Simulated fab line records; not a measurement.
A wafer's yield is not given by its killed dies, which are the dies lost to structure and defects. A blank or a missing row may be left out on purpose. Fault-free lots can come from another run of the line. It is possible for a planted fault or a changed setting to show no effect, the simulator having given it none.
Comparing a struck lot with a sound one / flow sky130 / 26 steps out of a route of 708
Sound: these wafers, L159.1, L159.2, L159.5. Wafers struck: L169.1, L169.2, L169.3. The cause comes at the end.
For every step that has rows: the tool of each side, followed by ch and its chambers, followed by its first start. Under that, the readings that differ: sound wafers / struck wafers / difference of the means / sigmas: that difference in standard deviations of wafers without a fault.
alike: words and numbers the same on both sides, and readings whose means are apart by under 2 such deviations; not compared: readings that were withheld, readings missing a value for some wafer, numbers with overlapping values and no deviation given by the record, and bounds like >300 which may hide the same value.
Wherever a step has rows on one side only, a row that says differs or no value, or a row with sigmas, the two part there. Non-overlapping numbers with no deviation appear without sigmas and do not part them. A reading that every wafer of one side lacks parts them only if that side has two wafers or more.

first, 1 step without rows for these wafers: SKY_VT_ADJUST_HVTP_IMPLANT_09.
SKY_VT_ADJUST_HVTP_STRIP_10: strips in O2/N2.
  sound on plasma_asher-02 ch 0,1, day 6 06:05; struck on plasma_asher-01 ch 0,1, day 8 21:42
  alike: chamber_pressure_mTorr, drypump_motor_current_A, oes_product_au, strip_time_to_endpoint_s
  not compared: rf_hours_counter_h
SKY_VT_ADJUST_HVTP_TW_MEAS_11:
  sound: film_metro-02 at day 6 06:11; struck: film_metro-04 at day 8 21:48
reading=VT_ADJUST_HVTP_TW; sound=1347 1344 1337; struck=1365 1362 1363; difference=+21; sigmas=+2
then, 7 steps without rows for these wafers: SKY_VT_ADJUST_LVTN_DEHYDRATE_00 (time 60 s); SKY_VT_ADJUST_LVTN_HMDS_01 (prime time 60 s); SKY_VT_ADJUST_LVTN_COAT_02 (resist thk 3000 nm); SKY_VT_ADJUST_LVTN_SOFTBAKE_03; SKY_VT_ADJUST_LVTN_EXPOSE_04 (exposes mask NWM COMPLEMENT LESS NATIVE, target cd 840 nm); SKY_VT_ADJUST_LVTN_PEB_05; SKY_VT_ADJUST_LVTN_DEVELOP_06 (develop time 60 s).
SKY_VT_ADJUST_LVTN_OVL_MEAS_07:
  sound: overlay-02 at day 7 02:15; struck: overlay-01 at day 9 20:22
  alike: VT_ADJUST_LVTN_OVL
next, for these wafers, 1 step has no rows: SKY_VT_ADJUST_LVTN_IMPLANT_08.
SKY_VT_ADJUST_LVTN_STRIP_09: strips in O2/N2.
  sound on plasma_asher-01 ch 0,1, day 7 02:26; struck on plasma_asher-01 ch 0,1, day 9 20:32
reading=oes_product_au (a.u.); sound=0.729 0.721 0.725; struck=0.910 0.908 0.910; difference=+0.184; sigmas=+42
reading=strip_time_to_endpoint_s (s); sound=36.99 36.96 36.90; struck=- - -; difference=no value on the struck wafers; sigmas=
reading=model.coat_of_VT_ADJUST_LVTN_COAT_02.thk_nm (nm); sound=0 0 0; struck=1920 1921 1919; difference=+1920; sigmas=
  alike: chamber_pressure_mTorr, drypump_motor_current_A
  not compared: rf_hours_counter_h
SKY_VT_ADJUST_LVTN_TW_MEAS_10:
  sound: film_metro-04 at day 7 02:32; struck: film_metro-01 at day 9 20:38
reading=VT_ADJUST_LVTN_TW; sound=244.8 245.4 243.4; struck=241.0 242.2 241.4; difference=-3.0; sigmas=-2
then, 7 steps without rows for these wafers: SKY_VT_ADJUST_LVTN_DEHYDRATE_11 (time 60 s); SKY_VT_ADJUST_LVTN_HMDS_12 (prime time 60 s); SKY_VT_ADJUST_LVTN_COAT_13 (resist thk 1140 nm); SKY_VT_ADJUST_LVTN_SOFTBAKE_14 (time 60 s); SKY_VT_ADJUST_LVTN_EXPOSE_15 (exposes mask HVN STD DERIVED, target cd 600 nm); SKY_VT_ADJUST_LVTN_PEB_16; SKY_VT_ADJUST_LVTN_DEVELOP_17 (develop time 60 s).
SKY_VT_ADJUST_LVTN_OVL_MEAS_18:
  sound: overlay-02 at day 7 22:41; struck: overlay-02 at day 10 19:25
  alike: VT_ADJUST_LVTN_01_OVL
next, for these wafers, 1 step has no rows: SKY_VT_ADJUST_LVTN_IMPLANT_19.
SKY_VT_ADJUST_LVTN_STRIP_20: strips in O2/N2.
  sound on plasma_asher-02 ch 0,1, day 7 22:53; struck on plasma_asher-02 ch 0,1, day 10 19:35
reading=oes_product_au (a.u.); sound=0.715 0.718 0.714; struck=0.724 0.726 0.727; difference=+0.010; sigmas=+2
reading=strip_time_to_endpoint_s (s); sound=14.19 14.16 14.15; struck=42.84 42.79 42.81; difference=+28.65; sigmas=+99 or more
  alike: chamber_pressure_mTorr, drypump_motor_current_A
  not compared: rf_hours_counter_h
SKY_VT_ADJUST_LVTN_TW_MEAS_21:
  sound: film_metro-03 at day 7 22:59; struck: film_metro-03 at day 10 19:41
reading=VT_ADJUST_LVTN_2_TW; sound=188.5 188.7 188.7; struck=30.2 30.3 30.3; difference=-158.4; sigmas=-99 or more
then, 1 step without rows for these wafers: SKY_VT_ADJUST_NCORE_DEHYDRATE_00 (time 60 s).

WHERE THEY PART
At SKY_VT_ADJUST_HVTP_TW_MEAS_11 first; at SKY_VT_ADJUST_LVTN_TW_MEAS_21 last (within this record only).

WHY: what the simulator had put in
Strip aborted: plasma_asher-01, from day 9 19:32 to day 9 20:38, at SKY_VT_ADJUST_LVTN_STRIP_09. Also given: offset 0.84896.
